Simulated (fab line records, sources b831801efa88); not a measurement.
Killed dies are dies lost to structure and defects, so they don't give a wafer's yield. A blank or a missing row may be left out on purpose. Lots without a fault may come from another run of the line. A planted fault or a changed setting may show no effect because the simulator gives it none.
A struck lot beside a sound one | flow sky130 | 26 steps out of a route of 708
Sound: wafers L614.2, L614.3, L614.5. Struck: wafers L621.1, L621.2, L621.4. The cause comes at the end.
At each step with rows: each side's tool, then ch and its chambers, then its first start. Under that, the readings that differ: sound wafers | struck wafers | difference of the means | sigmas: that difference in standard deviations of wafers without a fault.
alike: readings whose means differ by less than 2 such deviations, and words and numbers that are the same on both sides. not compared: withheld readings, readings that some wafer has no value for, bounds like >300 that may hide the same value, and numbers for which the record gives no deviation and whose values overlap.
The two part at a step that has a row with sigmas, a row that says differs or no value, or rows on one side only. Numbers that don't overlap but have no deviation are shown without sigmas and don't part them. A reading that every wafer of one side lacks parts them only if that side has two wafers or more.

first, 1 step without rows for these wafers: SKY_FIELD_ISO_OXIDATION_01 (stabilise 600 s, purge 300 s, target thk 12 nm).
SKY_FIELD_ISO_CVD_03: deposits Si3N4 from DCS/NH3, target thk 165 nm, time 2830 s.
  sound on lpcvd-02 ch 0, day 2 09:31; struck on lpcvd-02 ch 1, day 3 20:44
  reading                                     | sound             | struck            | difference | sigmas
  pressure_mtorr (mTorr)                      | 251.1 250.5 250.2 | 200.8 200.7 200.9 | -49.8      | -87
  model.Si3N4_of_FIELD_ISO_CVD_03.thk_nm (nm) | 167.2 165.1 167.3 | 154.3 155.2 153.4 | -12.2      |
  alike: spike_tc_upper_C, susceptor_temp_C, zone_power_bottom_pct, zone_power_centre_pct
SKY_FIELD_ISO_THK_MEAS_04:
  sound on film_metro-02, day 2 11:19; struck on film_metro-04, day 3 22:32
  reading                   | sound             | struck            | difference | sigmas
  FIELD_ISO_CVD_03_THK (nm) | 167.3 165.0 167.3 | 154.3 155.2 153.5 | -12.2      | -7
then, 9 steps without rows for these wafers: SKY_FIELD_ISO_DEHYDRATE_05 (time 60 s); SKY_FIELD_ISO_HMDS_06 (prime time 60 s); SKY_FIELD_ISO_COAT_07 (resist thk 60 nm); SKY_FIELD_ISO_COAT_08 (resist thk 450 nm); SKY_FIELD_ISO_SOFTBAKE_09 (time 90 s); SKY_FIELD_ISO_EXPOSE_10 (exposes mask FOM, target cd 150 nm); SKY_FIELD_ISO_PEB_11; SKY_FIELD_ISO_DEVELOP_12 (develop time 60 s); SKY_FIELD_ISO_ETCH_14 (etches BARC in N2/H2, stops on SiO2, time 45.9 s, target depth 60 nm).
SKY_FIELD_ISO_ETCH_15: etches the open film in CHF3/O2, stops on Si, target depth 180 nm, time 72 s.
  sound on rie_diel-01 ch 0,1,3, day 3 02:43; struck on rie_diel-02 ch 0,2,3, day 4 14:49
  reading                  | sound             | struck            | difference | sigmas
  oes_product_au (a.u.)    | 0.954 0.940 0.959 | 0.916 0.908 0.902 | -0.042     | -6
  model.etch.depth_nm (nm) | 167.2 165.1 167.3 | 154.3 155.2 153.4 | -12.2      |
  alike: drypump_motor_current_A, throttle_valve_pct
  not compared: rf_hours_counter_h
then, 10 steps without rows for these wafers: SKY_FIELD_ISO_STRIP_16 (strips in O2/N2); SKY_FIELD_ISO_ETCH_17 (etches Si in HBr/Cl2/O2, target depth 342 nm, time 97.7 s); SKY_FIELD_ISO_WET_ETCH_18 (etches Si3N4 in H3PO4, target depth 25 nm, time 286 s); SKY_FIELD_ISO_CLEAN_19 (cleans in SC1/SC2, time 150 s); SKY_FIELD_ISO_CLEAN_20 (cleans in dHF, time 19.37 s); SKY_FIELD_ISO_WET_ETCH_21 (etches SiO2 in dHF, target depth 20 nm, time 400 s); SKY_FIELD_ISO_OXIDATION_22 (stabilise 600 s, purge 300 s, target thk 10 nm); SKY_FIELD_ISO_CVD_24 (deposits SiO2, target thk 595 nm, time 99.2 s); SKY_FIELD_ISO_ANNEAL_26 (time 1800 s); SKY_FIELD_ISO_CMP_27 (polishes, stops on Si3N4, t overpolish 16 s, target thk 457.8 nm).
SKY_FIELD_ISO_WET_ETCH_28: etches SiO2 in dHF, target depth 23.7 nm, time 47 s.
  sound on wet_bench-03 ch 0, day 3 08:43; struck on wet_bench-03 ch 2, day 4 19:22
  reading                                     | sound             | struck          | difference | sigmas
  model.Si3N4_of_FIELD_ISO_CVD_03.thk_nm (nm) | 120.2 118.2 120.2 | 108.2 109 107.7 | -11.2      |
then, 1 step without rows for these wafers: SKY_FIELD_ISO_WET_ETCH_29 (etches Si3N4 in H3PO4, target depth 160 nm, time 1825 s).
-- the record jumps here: 44 days lie between the struck wafers' starts before and after (it left off in module FIELD_ISO and takes up again in module PAD_OPEN, whose first step shown is number 708 of the route) --
SKY_PAD_OPEN_PROBE_99:
  sound on prober-01, day 46 23:32; struck on prober-01, day 48 12:38
  alike: killed_at_M0_to_M3, killed_at_M4_up, killed_at_contacts, killed_at_front_end, killed_at_other, killed_dies, killed_open, killed_short
  not compared: model.etest.cap_li_to_poly.c_af_um2, model.etest.sram_nfet_pass.off_log10_a_um

WHERE THEY PART
First at SKY_FIELD_ISO_CVD_03; last, within this record, at SKY_FIELD_ISO_ETCH_15. Later steps at which nothing parts them and some readings are alike: SKY_PAD_OPEN_PROBE_99.

WHY: what the simulator had put in
Process parameter drift: lpcvd-02, from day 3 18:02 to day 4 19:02, at SKY_FIELD_ISO_CVD_03. Setting pressure_mtorr, moved by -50, from 250. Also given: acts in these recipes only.
